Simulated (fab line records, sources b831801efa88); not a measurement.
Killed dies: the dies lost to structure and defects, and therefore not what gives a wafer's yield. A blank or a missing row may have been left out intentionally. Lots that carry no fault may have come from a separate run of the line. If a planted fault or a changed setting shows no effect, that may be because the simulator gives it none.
The tool behind it: which one? :: flow gf180mcu :: 24 lots, 72 wafers sampled, at 1 step of a route of 602

== WHAT EACH GAUGE READ, for each wafer ==
GF_STI_THK_MEAS_02.
lot: L074
measured: day 1 12:41
on: film-metro-04
STI_OXIDATION_THK (nm): 10.14 10.14 10.13

lot: L075
measured: day 1 16:31
on: film-metro-04
STI_OXIDATION_THK (nm): 10.01 10.08 9.95

lot: L076
measured: day 1 22:08
on: film-metro-01
STI_OXIDATION_THK (nm): 9.82 9.88 9.93

lot: L077
measured: day 2 02:32
on: film-metro-04
STI_OXIDATION_THK (nm): 10.11 9.94 9.95

lot: L078
measured: day 2 07:31
on: film-metro-04
STI_OXIDATION_THK (nm): 10.17 10.10 10.15

lot: L079
measured: day 2 12:31
on: film-metro-03
STI_OXIDATION_THK (nm): 9.89 9.73 9.87

lot: L080
measured: day 2 17:31
on: film-metro-01
STI_OXIDATION_THK (nm): 10.40 10.12 10.26

lot: L081
measured: day 2 22:31
on: film-metro-01
STI_OXIDATION_THK (nm): 10.08 10.15 10.34

lot: L082
measured: day 3 03:40
on: film-metro-04
STI_OXIDATION_THK (nm): 10.12 10.15 9.94

lot: L083
measured: day 3 08:31
on: film-metro-03
STI_OXIDATION_THK (nm): 10.31 10.36 10.38

lot: L084
measured: day 3 13:49
on: film-metro-03
STI_OXIDATION_THK (nm): 10.16 10.19 10.04

lot: L085
measured: day 3 19:53
on: film-metro-01
STI_OXIDATION_THK (nm): 10.23 10.11 10.04

lot: L086
measured: day 3 23:31
on: film-metro-01
STI_OXIDATION_THK (nm): 10.05 9.84 9.97

lot: L087
measured: day 4 04:31
on: film-metro-03
STI_OXIDATION_THK (nm): 10.05 9.81 9.90

lot: L088
measured: day 4 11:04
on: film-metro-04
STI_OXIDATION_THK (nm): 10.17 10.15 10.23

lot: L089
measured: day 4 14:46
on: film-metro-04
STI_OXIDATION_THK (nm): 10.09 10.06 10.14

lot: L090
measured: day 4 20:36
on: film-metro-04
STI_OXIDATION_THK (nm): 10.01 10.04 10.02

lot: L091
measured: day 5 02:19
on: film-metro-03
STI_OXIDATION_THK (nm): 10.03 10.02 9.99

lot: L092
measured: day 5 06:13
on: film-metro-03
STI_OXIDATION_THK (nm): 9.82 9.94 9.73

lot: L093
measured: day 5 10:31
on: film-metro-03
STI_OXIDATION_THK (nm): 9.97 10.23 9.97

lot: L094
measured: day 5 15:59
on: film-metro-01
STI_OXIDATION_THK (nm): 10.17 10.08 10.28

lot: L095
measured: day 5 20:31
on: film-metro-01
STI_OXIDATION_THK (nm): 10.15 10.24 10.04

lot: L096
measured: day 6 01:32
on: film-metro-01
STI_OXIDATION_THK (nm): 10.05 9.95 9.91

lot: L097
measured: day 6 07:17
on: film-metro-04
STI_OXIDATION_THK (nm): 10.00 10.00 10.22

== WHAT TOOL EACH LOT RAN ON (gives the tool, then ch and the chambers of the sampled wafers, and finally the start) ==
The record holds no process step before these readings.

== AS READ BY THE TOOLS THEMSELVES (means over the sampled wafers that have a number; for cases with no such wafer, the mark the record gives instead) ==
The record holds no such reading with a usual standard deviation.

== THE ANSWER, worked out from the rows above alone ==
Rule: the usual values come from the lots themselves. Put in order of their means at a reading, lots are off if they are a third of the lots or fewer, leave a main group of 4 or more, and stand apart from it by a gap of 3 or more times the standard deviation of the main group's means; of several such gaps the widest counts. A main group is skipped when, at the precision printed for the reading in the tables above, its means are all equal. Also off: a lot with no number at a reading for which 4 or more lots have one. All remaining lots with rows at the step are treated as sound. The gauges are gone through in route order, then the tools' own readings, and for those a lot's mean is taken as printed above. The first step at which some lot is off is used, and at that step the reading that is off furthest; a lot without a number counts as furthest.
None of the lots is off at any reading shown; this tells nothing.

== WHAT HAD BEEN PUT IN BY THE SIMULATOR ==
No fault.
